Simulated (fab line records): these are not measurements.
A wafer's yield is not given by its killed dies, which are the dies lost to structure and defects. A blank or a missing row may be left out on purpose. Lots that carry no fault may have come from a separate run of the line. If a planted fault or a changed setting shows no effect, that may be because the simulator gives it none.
Which tool is to blame? ; flow gf180mcu ; 18 wafers from 6 lots sampled at 2 of the route's 602 steps

WHAT THE GAUGES SHOWED, per wafer
GF_VT_IMPLANT_RS_MEAS_46: measurement is done with a four-point probe.
lot;measured;on;MVSD_RS (ohm/sq)
L794;day 7 23:40;film-metro-01;455.3 455.7 455.2
L798;day 9 13:32;film-metro-04;457.8 458.2 458.7
L800;day 9 19:58;film-metro-04;457.2 457.2 457.7
L802;day 10 08:12;film-metro-01;423.5 425.4 424.6
L807;day 11 16:12;film-metro-01;456.4 454.9 457.0
L813;day 13 08:28;film-metro-02;456.3 455.7 456.1

WHAT TOOL EACH LOT RAN ON (gives the tool, then ch and the chambers of the sampled wafers, and finally the start)
lot;GF_MVSD_IMPLANT_09
L794;implanter-03 ch 0, day 4 20:05
L798;implanter-03 ch 0, day 6 05:40
L800;implanter-03 ch 0, day 6 11:25
L802;implanter-03 ch 0, day 6 22:23
L807;implanter-01 ch 0, day 8 02:13
L813;implanter-02 ch 0, day 9 09:59
- GF_MVSD_IMPLANT_09

THE ANSWER, worked out from the rows above alone
Rule: what is usual is taken from the lots themselves. The widest of any qualifying gaps counts: lots, ordered by their means at a reading, are off when they make up no more than a third of the lots, leave a main group of 4 or more, and stand apart from it by 3 or more times the standard deviation of that group's means. Not used: any main group whose means are identical at the precision the tables above print for the reading. A lot without any number at a reading at which 4 lots or more have one is off too. The other lots that the step has rows for count as sound.
Off: at GF_VT_IMPLANT_RS_MEAS_46 (MVSD_RS), L802. The main group: mean 456.6 ohm/sq, standard deviation 1.
A tool fits if, at a process step before that reading, it ran every lot that is off, and no sound lot after the first of them. Those tools and the gauges at GF_VT_IMPLANT_RS_MEAS_46 are tried in the same way. One fits: implanter-03 at GF_MVSD_IMPLANT_09. Its last sound lot is L800 (day 6 11:25), its first lot that is off L802 (day 6 22:23): a fault that began between those two fits.

WHAT HAD BEEN PUT IN BY THE SIMULATOR
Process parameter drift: implanter-03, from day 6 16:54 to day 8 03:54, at GF_MVSD_IMPLANT_09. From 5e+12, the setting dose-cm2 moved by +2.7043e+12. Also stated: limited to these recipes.
Struck lots among those shown: L802. The same result came from the rule above.
